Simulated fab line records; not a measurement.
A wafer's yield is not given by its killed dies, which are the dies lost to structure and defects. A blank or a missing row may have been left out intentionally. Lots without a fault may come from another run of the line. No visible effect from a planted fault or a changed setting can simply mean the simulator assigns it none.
Problem report, 8D (eight disciplines) form, completed by code :: flow sfq line :: the parts of the form that need people (team, actions taken, sign-off) are left out

## 1. THE PROBLEM
Wafers free of any fault read 0.884 ohm/sq (standard deviation 0.0098) for M7_NB_RS at SFQ_M7_RS_MEAS_943, against a mean of 1.826 ohm/sq on 2 wafers of 2 lots. That is +96 standard deviations from the usual mean.
The step: measures by four-point-probe.
Seen first at day 80 00:17 on film metro-01, wafer L215.4. The record has a number at this step for 42 wafers belonging to 14 lots. Rule for "out", or "out of limits": more than 4 standard deviations from the usual mean. The rest of the wafers with a number are treated as sound.

## 2. WHAT IT IS; WHAT IT IS NOT
question: which readings at this step
is: M7_NB_RS
is not: -

question: which lots
is: L215, L217
is not: L206, L207, L208, L212, L213, L219, L220, L222, L223, L224, L226, L228

question: which wafers of those lots
is: L215.4, L217.6
is not: L215.1, L215.3, L217.2, L217.5

question: read on which gauges
is: film metro-01, film metro-02
is not: film metro-04

question: when
is: from day 80 00:17
is not: up to then (17 sound wafers); but 23 sound wafers of L217, L219, L220, L222, L223, L224, L226, L228 came after

## 3. WHAT RULES OUT EACH SUSPECT
Counting: any tool at a process step up to the reading remains a suspect provided it ran every lot that is out. Sound lots after the first of them don't rule it out here, since some wafers of a struck lot are sound.
- the gauge at SFQ_M7_RS_MEAS_943: ruled out. The wafers that are out were read on 2 gauges (film metro-01, film metro-02).
- pvd sputter-03 at SFQ_TRILAYER_M7_DEP_SPUTTER_175 (material Nb, target thk 200 nm, time 133.3 s): kept. It ran every lot that is out, first L215 (day 80 00:11); its last sound lot up to then is L212 (day 79 13:28).
The count leaves pvd sputter-03 at SFQ_TRILAYER_M7_DEP_SPUTTER_175.

## 4. THE CAUSE (what the simulator had put in)
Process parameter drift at SFQ_TRILAYER_M7_DEP_SPUTTER_175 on pvd sputter-03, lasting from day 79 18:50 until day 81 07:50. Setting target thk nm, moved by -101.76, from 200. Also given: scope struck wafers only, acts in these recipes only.
Only this tool survived the counting.

## 5. SEQUENCE OF EFFECTS, ordered by route
One row per reading whose mean, taken over the struck wafers that have a number, lies over 3 standard deviations from the usual. Only readings whose record carries a usual standard deviation are examined. hours: median over the lots of the time between each lot's start at the first step of this table that gives one and its start at this step. sigmas: the change, counted in usual standard deviations.
hours: 0
step: SFQ_M7_RS_MEAS_943
reading: M7_NB_RS
usual: 0.884 ohm/sq
on struck wafers: 1.826
change: +0.942
sigmas: +96

hours: 98
step: SFQ_TRILAYER_M7_ETCH_METAL_ETCH_180
reading: oes product au
usual: 0.898 a.u.
on struck wafers: 0.635
change: -0.263
sigmas: -34
Its process steps:
- SFQ_TRILAYER_M7_ETCH_METAL_ETCH_180: etches Nb in Cl2/Ar, stops on SiO2, target depth 240 nm, time 120 s.

## 6. WHAT WOULD HAVE CAUGHT IT SOONER
In this record the first reading out of limits at a measuring or inspecting step was taken at day 80 00:17, 5 hours after the fault began at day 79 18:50.
No tool reading at SFQ_TRILAYER_M7_DEP_SPUTTER_175 that has a usual standard deviation in the record was out on any struck wafer, so an alarm limit of 4 standard deviations on those readings would not have fired.
Among the 2 lots that are out, L217 began SFQ_TRILAYER_M7_DEP_SPUTTER_175 on pvd sputter-03 after day 80 00:17. It would have been spared by a hold on the tool at that moment.
